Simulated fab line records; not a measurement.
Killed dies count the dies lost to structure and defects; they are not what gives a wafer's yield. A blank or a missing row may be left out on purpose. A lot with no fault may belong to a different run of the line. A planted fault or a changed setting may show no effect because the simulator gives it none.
Which of the tools did it? / flow sky130 / 11 lots, 33 wafers sampled, at 6 steps of a route of 708

WHAT EACH GAUGE READ, for each wafer
SKY_FIELD_ISO_BOW_MEAS_00.
lot=L505; measured=day 1 10:02; on=film_metro-04; INCOMING_BOW (um)=0 1 -2
lot=L506; measured=day 1 15:02; on=film_metro-02; INCOMING_BOW (um)=14 2 -10
lot=L507; measured=day 1 20:00; on=film_metro-03; INCOMING_BOW (um)=-1 -2 -3
lot=L508; measured=day 2 01:01; on=film_metro-03; INCOMING_BOW (um)=3 -7 -2
lot=L509; measured=day 2 06:01; on=film_metro-02; INCOMING_BOW (um)=-5 0 7
lot=L510; measured=day 2 11:04; on=film_metro-04; INCOMING_BOW (um)=6 1 -15
lot=L511; measured=day 2 16:01; on=film_metro-04; INCOMING_BOW (um)=-4 -7 -1
lot=L512; measured=day 2 21:01; on=film_metro-04; INCOMING_BOW (um)=7 -1 4
lot=L521; measured=day 4 18:00; on=film_metro-03; INCOMING_BOW (um)=10 1 -6
lot=L523; measured=day 5 04:00; on=film_metro-04; INCOMING_BOW (um)=-14 -2 -1
lot=L526; measured=day 5 19:01; on=film_metro-04; INCOMING_BOW (um)=4 -2 8

SKY_FIELD_ISO_THK_MEAS_04.
lot=L505; measured=day 1 14:17; on=film_metro-02; FIELD_ISO_CVD_03_THK (nm)=166.3 167.1 167.0
lot=L506; measured=day 1 20:26; on=film_metro-03; FIELD_ISO_CVD_03_THK (nm)=165.5 164.9 165.0
lot=L507; measured=day 2 01:49; on=film_metro-03; FIELD_ISO_CVD_03_THK (nm)=165.3 165.2 165.6
lot=L508; measured=day 2 05:11; on=film_metro-03; FIELD_ISO_CVD_03_THK (nm)=164.1 164.4 164.5
lot=L509; measured=day 2 11:21; on=film_metro-03; FIELD_ISO_CVD_03_THK (nm)=165.4 164.3 164.2
lot=L510; measured=day 2 14:46; on=film_metro-04; FIELD_ISO_CVD_03_THK (nm)=167.9 168.2 167.0
lot=L511; measured=day 2 21:31; on=film_metro-03; FIELD_ISO_CVD_03_THK (nm)=165.7 164.3 166.8
lot=L512; measured=day 3 02:37; on=film_metro-03; FIELD_ISO_CVD_03_THK (nm)=166.2 164.0 166.3
lot=L521; measured=day 4 21:29; on=film_metro-03; FIELD_ISO_CVD_03_THK (nm)=156.2 154.9 155.4
lot=L523; measured=day 5 07:50; on=film_metro-04; FIELD_ISO_CVD_03_THK (nm)=156.5 157.6 157.6
lot=L526; measured=day 5 23:38; on=film_metro-02; FIELD_ISO_CVD_03_THK (nm)=166.6 166.9 168.7

SKY_FIELD_ISO_THK_MEAS_25.
lot=L505; measured=day 2 06:17; on=film_metro-02; FIELD_ISO_CVD_24_THK (nm)=594 592 593
lot=L506; measured=day 2 13:30; on=film_metro-04; FIELD_ISO_CVD_24_THK (nm)=604 597 608
lot=L507; measured=day 2 19:55; on=film_metro-02; FIELD_ISO_CVD_24_THK (nm)=604 606 602
lot=L508; measured=day 3 00:13; on=film_metro-04; FIELD_ISO_CVD_24_THK (nm)=607 604 604
lot=L509; measured=day 3 07:18; on=film_metro-03; FIELD_ISO_CVD_24_THK (nm)=602 604 606
lot=L510; measured=day 3 10:16; on=film_metro-03; FIELD_ISO_CVD_24_THK (nm)=598 597 598
lot=L511; measured=day 3 17:00; on=film_metro-02; FIELD_ISO_CVD_24_THK (nm)=600 595 596
lot=L512; measured=day 3 21:06; on=film_metro-02; FIELD_ISO_CVD_24_THK (nm)=599 605 598
lot=L521; measured=day 5 17:59; on=film_metro-04; FIELD_ISO_CVD_24_THK (nm)=594 593 600
lot=L523; measured=day 6 04:28; on=film_metro-03; FIELD_ISO_CVD_24_THK (nm)=590 598 596
lot=L526; measured=day 6 20:56; on=film_metro-03; FIELD_ISO_CVD_24_THK (nm)=598 595 594

SKY_NWELL_THK_MEAS_02.
lot=L505; measured=day 2 11:24; on=film_metro-02; NWELL_OXIDATION_THK (nm)=10.03 10.00 10.11
lot=L506; measured=day 2 18:03; on=film_metro-02; NWELL_OXIDATION_THK (nm)=10.47 10.62 10.43
lot=L507; measured=day 3 02:58; on=film_metro-02; NWELL_OXIDATION_THK (nm)=9.93 9.99 9.94
lot=L508; measured=day 3 08:56; on=film_metro-02; NWELL_OXIDATION_THK (nm)=10.14 10.36 10.24
lot=L509; measured=day 3 15:47; on=film_metro-01; NWELL_OXIDATION_THK (nm)=10.40 10.32 10.19
lot=L510; measured=day 3 15:49; on=film_metro-02; NWELL_OXIDATION_THK (nm)=10.30 10.19 10.11
lot=L511; measured=day 3 21:28; on=film_metro-01; NWELL_OXIDATION_THK (nm)=10.08 10.38 10.32
lot=L512; measured=day 4 01:34; on=film_metro-02; NWELL_OXIDATION_THK (nm)=10.21 9.98 10.16
lot=L521; measured=day 5 22:11; on=film_metro-02; NWELL_OXIDATION_THK (nm)=10.04 9.95 9.99
lot=L523; measured=day 6 08:46; on=film_metro-04; NWELL_OXIDATION_THK (nm)=9.89 9.79 9.96
lot=L526; measured=day 7 00:52; on=film_metro-01; NWELL_OXIDATION_THK (nm)=9.69 9.70 9.79

WHICH TOOL RAN EACH LOT (tool, then ch and the chambers of the sampled wafers, then the start)
lot=L505; SKY_FIELD_ISO_CVD_03=lpcvd-02 ch 0, day 1 12:28; SKY_FIELD_ISO_ETCH_15=rie_diel-04 ch 1,2,3, day 2 04:26
lot=L506; SKY_FIELD_ISO_CVD_03=lpcvd-02 ch 0, day 1 18:37; SKY_FIELD_ISO_ETCH_15=rie_diel-03 ch 0,1, day 2 10:50
lot=L507; SKY_FIELD_ISO_CVD_03=lpcvd-02 ch 1, day 2 00:01; SKY_FIELD_ISO_ETCH_15=rie_diel-01 ch 0,1,2, day 2 16:17
lot=L508; SKY_FIELD_ISO_CVD_03=lpcvd-02 ch 0, day 2 03:23; SKY_FIELD_ISO_ETCH_15=rie_diel-01 ch 0,2, day 2 20:38
lot=L509; SKY_FIELD_ISO_CVD_03=lpcvd-02 ch 1, day 2 09:33; SKY_FIELD_ISO_ETCH_15=rie_diel-04 ch 1,2,3, day 3 02:40
lot=L510; SKY_FIELD_ISO_CVD_03=lpcvd-02 ch 0, day 2 12:58; SKY_FIELD_ISO_ETCH_15=rie_diel-03 ch 1,2,3, day 3 06:31
lot=L511; SKY_FIELD_ISO_CVD_03=lpcvd-02 ch 0, day 2 19:43; SKY_FIELD_ISO_ETCH_15=rie_diel-01 ch 0,1, day 3 13:17
lot=L512; SKY_FIELD_ISO_CVD_03=lpcvd-02 ch 0, day 3 00:49; SKY_FIELD_ISO_ETCH_15=rie_diel-01 ch 0,3, day 3 18:22
lot=L521; SKY_FIELD_ISO_CVD_03=lpcvd-02 ch 1, day 4 19:41; SKY_FIELD_ISO_ETCH_15=rie_diel-04 ch 0,1,2, day 5 16:11
lot=L523; SKY_FIELD_ISO_CVD_03=lpcvd-02 ch 1, day 5 06:02; SKY_FIELD_ISO_ETCH_15=rie_diel-01 ch 0,1, day 6 02:28
lot=L526; SKY_FIELD_ISO_CVD_03=lpcvd-02 ch 0, day 5 21:50; SKY_FIELD_ISO_ETCH_15=rie_diel-04 ch 0,1, day 6 19:04
- SKY_FIELD_ISO_CVD_03: deposits Si3N4 from DCS/NH3, target thk 165 nm, time 2830 s.
- SKY_FIELD_ISO_ETCH_15: etches the open film in CHF3/O2, stops on Si, target depth 180 nm, time 72 s.

WHAT THE TOOLS THEMSELVES READ (means of the sampled wafers that have a number; where no wafer has one, the mark that the record gives instead)
SKY_FIELD_ISO_CVD_03.
lot=L505; tool=lpcvd-02; pressure_mtorr (mTorr)=249.9; spike_tc_lower_C (C)=770.4; zone_power_top_pct (%)=29.16
lot=L506; tool=lpcvd-02; pressure_mtorr (mTorr)=250.6; spike_tc_lower_C (C)=770.5; zone_power_top_pct (%)=29.22
lot=L507; tool=lpcvd-02; pressure_mtorr (mTorr)=250.2; spike_tc_lower_C (C)=769.9; zone_power_top_pct (%)=29.04
lot=L508; tool=lpcvd-02; pressure_mtorr (mTorr)=250.2; spike_tc_lower_C (C)=769.6; zone_power_top_pct (%)=29.14
lot=L509; tool=lpcvd-02; pressure_mtorr (mTorr)=250.1; spike_tc_lower_C (C)=769.9; zone_power_top_pct (%)=29.12
lot=L510; tool=lpcvd-02; pressure_mtorr (mTorr)=250.6; spike_tc_lower_C (C)=770.3; zone_power_top_pct (%)=29.05
lot=L511; tool=lpcvd-02; pressure_mtorr (mTorr)=250.1; spike_tc_lower_C (C)=770.2; zone_power_top_pct (%)=29.31
lot=L512; tool=lpcvd-02; pressure_mtorr (mTorr)=250.5; spike_tc_lower_C (C)=770.3; zone_power_top_pct (%)=28.96
lot=L521; tool=lpcvd-02; pressure_mtorr (mTorr)=200.1; spike_tc_lower_C (C)=770.8; zone_power_top_pct (%)=29.23
lot=L523; tool=lpcvd-02; pressure_mtorr (mTorr)=200.4; spike_tc_lower_C (C)=770.6; zone_power_top_pct (%)=29.04
lot=L526; tool=lpcvd-02; pressure_mtorr (mTorr)=249.9; spike_tc_lower_C (C)=771.5; zone_power_top_pct (%)=29.14

SKY_FIELD_ISO_ETCH_15.
lot=L505; tool=rie_diel-04; drypump_motor_current_A (A)=5.6; oes_product_au (a.u.)=0.950; rf_fwd_power_W (W)=599.3; throttle_valve_pct (%)=8.845
lot=L506; tool=rie_diel-03; drypump_motor_current_A (A)=6.0; oes_product_au (a.u.)=0.949; rf_fwd_power_W (W)=596.1; throttle_valve_pct (%)=8.849
lot=L507; tool=rie_diel-01; drypump_motor_current_A (A)=6.0; oes_product_au (a.u.)=0.944; rf_fwd_power_W (W)=596.3; throttle_valve_pct (%)=8.850
lot=L508; tool=rie_diel-01; drypump_motor_current_A (A)=6.0; oes_product_au (a.u.)=0.945; rf_fwd_power_W (W)=595.2; throttle_valve_pct (%)=8.845
lot=L509; tool=rie_diel-04; drypump_motor_current_A (A)=5.6; oes_product_au (a.u.)=0.943; rf_fwd_power_W (W)=596.6; throttle_valve_pct (%)=8.845
lot=L510; tool=rie_diel-03; drypump_motor_current_A (A)=5.9; oes_product_au (a.u.)=0.958; rf_fwd_power_W (W)=598.6; throttle_valve_pct (%)=8.842
lot=L511; tool=rie_diel-01; drypump_motor_current_A (A)=6.1; oes_product_au (a.u.)=0.948; rf_fwd_power_W (W)=598.2; throttle_valve_pct (%)=8.840
lot=L512; tool=rie_diel-01; drypump_motor_current_A (A)=5.6; oes_product_au (a.u.)=0.953; rf_fwd_power_W (W)=596.4; throttle_valve_pct (%)=8.849
lot=L521; tool=rie_diel-04; drypump_motor_current_A (A)=5.3; oes_product_au (a.u.)=0.910; rf_fwd_power_W (W)=595.3; throttle_valve_pct (%)=8.833
lot=L523; tool=rie_diel-01; drypump_motor_current_A (A)=6.1; oes_product_au (a.u.)=0.923; rf_fwd_power_W (W)=599.1; throttle_valve_pct (%)=8.833
lot=L526; tool=rie_diel-04; drypump_motor_current_A (A)=5.6; oes_product_au (a.u.)=0.951; rf_fwd_power_W (W)=594.2; throttle_valve_pct (%)=8.851

THE ANSWER, worked out from the rows above alone
Rule: what is usual is taken from the lots themselves. Put in order of their means at a reading, lots are off if they are a third of the lots or fewer, leave a main group of 4 or more, and stand apart from it by a gap of 3 or more times the standard deviation of the main group's means; of several such gaps the widest counts. A main group is skipped when, at the precision printed for the reading in the tables above, its means are all equal. Also off: a lot with no number at a reading for which 4 or more lots have one. The other lots that the step has rows for count as sound. After the gauges, taken in route order, come the tools' own readings; for these a lot's mean is taken, as printed above. At the first step where some lot is off, the reading lying furthest off is the one used; lots without a number count as furthest.
Off: L521, L523, at SKY_FIELD_ISO_THK_MEAS_04 (FIELD_ISO_CVD_03_THK). Mean 165.8 nm and standard deviation 1.1 in the main group.
A tool fits if, at a process step before that reading, it ran every lot that is off, and no sound lot after the first of them. Not tried: the gauges at SKY_FIELD_ISO_THK_MEAS_04; whatever is off there is also off at SKY_FIELD_ISO_CVD_03, on other tools, and gauge error can't account for it. None of those tried fits.

WHAT THE SIMULATOR HAD PUT IN
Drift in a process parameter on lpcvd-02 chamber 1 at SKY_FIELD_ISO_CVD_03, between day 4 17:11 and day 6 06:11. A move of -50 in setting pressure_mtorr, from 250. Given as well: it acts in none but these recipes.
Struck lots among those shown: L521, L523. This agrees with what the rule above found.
